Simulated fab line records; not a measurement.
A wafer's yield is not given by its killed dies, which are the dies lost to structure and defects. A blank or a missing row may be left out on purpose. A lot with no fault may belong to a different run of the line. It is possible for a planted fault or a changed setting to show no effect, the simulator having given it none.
Matching of chambers -- flow gf180mcu -- GF_V2_CMP_04 on cmp-01 has 4 sister chambers
The step polishes SiO2. 8 wafers are shown with their chamber, then 7 later ones without.

WAFERS PAIRED WITH THEIR CHAMBERS
wafer,chamber,motor current A (A),time to endpoint s (s)
L183.6,1,11.4,70
L184.4,2,13.6,91
L185.2,2,12.5,87
L185.6,0,10.6,70
L195.5,0,10.1,74
L195.6,3,11.7,88
L196.1,1,11.5,76
L196.2,3,11.9,70

WAFERS MISSING THEIR CHAMBER
wafer,motor current A (A),time to endpoint s (s)
L196.4,10.1,67
L197.3,10.5,71
L197.4,12.0,78
L197.5,11.5,76
L199.2,11.7,78
L199.3,10.1,69
L199.4,13.4,94

CHAMBER TAKEN BY EACH
wafer,from the rows above,in truth
L196.4,0,0
L197.3,can't be placed: 0 or 1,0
L197.4,can't be placed: 3 or 1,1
L197.5,can't be placed: 1 or 3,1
L199.2,can't be placed: 3 or 1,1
L199.3,0,0
L199.4,2,2
Placed correctly: 3 of 7. Unplaceable from these rows: 4, with the true chamber sitting among the candidates in 4. 0 placed wrongly.
How it was worked out, from the rows above alone: a wafer's distance from a chamber is the root of the sum, over the readings, of the square of ((its reading less the chamber's mean) divided by the reading's scatter). If the next closest chamber is less than 2 further off than the closest, the wafer can't be placed; otherwise it belongs to the closest. The mean given for a chamber averages the wafers shown for that chamber. The scatter: take each reading less its chamber's mean, square it, sum over the shown wafers, divide by the number of wafers less the number of chambers, and take the root.
